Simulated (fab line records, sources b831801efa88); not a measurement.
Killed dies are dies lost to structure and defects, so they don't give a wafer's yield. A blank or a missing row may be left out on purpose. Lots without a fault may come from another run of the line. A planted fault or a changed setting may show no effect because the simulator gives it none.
Problem report in the 8D (eight disciplines) form, filled by code | flow sky130 | the parts of the form that need people (team, actions taken, sign-off) are left out

1. THE PROBLEM
exposure_dose_mJ_cm2 at SKY_SONOS_ONO_EXPOSE_10 reads a mean of 153.88 on 6 wafers of 2 lots; wafers without a fault read 151.75 with a standard deviation of 0.16. That is +13 standard deviations from the usual mean.
The step: exposes mask ONOM, target cd 410 nm.
First seen on wafer L282.2, day 14 20:40, on iline_stepper-02. The record holds 18 wafers of 6 lots with a number at this step. Rule for "out", or "out of limits": more than 4 standard deviations from the usual mean. The other wafers with a number count as sound.

2. WHAT IT IS AND WHAT IT IS NOT
question                    | is                     | is not
which readings at this step | exposure_dose_mJ_cm2   | -
which lots                  | L282, L287             | L275, L278, L290, L291
which wafers of those lots  | all that have a number | -
read on which tools         | iline_stepper-02       | iline_stepper-01
when                        | from day 14 20:40      | up to then (6 sound wafers); but 6 sound wafers of L290, L291 came after

3. SUSPECTS, AND WHAT RULES EACH OUT
Counting: a tool at a process step up to the reading stays a suspect if it ran every lot that is out and no sound lot after the first of them.
- iline_stepper-02 at SKY_SONOS_ONO_EXPOSE_10 (exposes mask ONOM, target cd 410 nm): kept. It ran every lot that is out, first L282 (day 14 20:40), and no sound lot after that; its last sound lot up to then is L278 (day 13 21:59). Its own readings are out on those wafers: exposure_dose_mJ_cm2.
Left after counting: iline_stepper-02 at SKY_SONOS_ONO_EXPOSE_10.

4. THE CAUSE (what the simulator had put in)
Process parameter drift: iline_stepper-02, from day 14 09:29 on, at SKY_SONOS_ONO_EXPOSE_10. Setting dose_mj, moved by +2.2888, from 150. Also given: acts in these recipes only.
Counting left only this tool.

5. THE CHAIN OF EFFECTS, in route order
Each row: a reading whose mean over the struck wafers that have a number lies more than 3 standard deviations from the usual. Only readings for which the record gives a usual standard deviation are gone through. hours: the time from each lot's start at the first step in this table that gives one to its start at this step, as a median over the lots. sigmas: the change in usual standard deviations.
hours | step                    | reading              | usual  | on struck wafers | change | sigmas
0     | SKY_SONOS_ONO_EXPOSE_10 | exposure_dose_mJ_cm2 | 151.75 | 153.88           | +2.13  | +13
The process steps in it:
- SKY_SONOS_ONO_EXPOSE_10: exposes mask ONOM, target cd 410 nm.
Later measuring or inspecting steps at which every struck wafer that the step has a row for has a number for every such reading, and none has moved that far: SKY_SONOS_ONO_CD_MEAS_13, SKY_SONOS_ONO_OVL_MEAS_14.

6. WHAT WOULD HAVE CAUGHT IT SOONER
In this record the first reading out of limits was taken at day 14 20:40, 11 hours after the fault began at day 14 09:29.
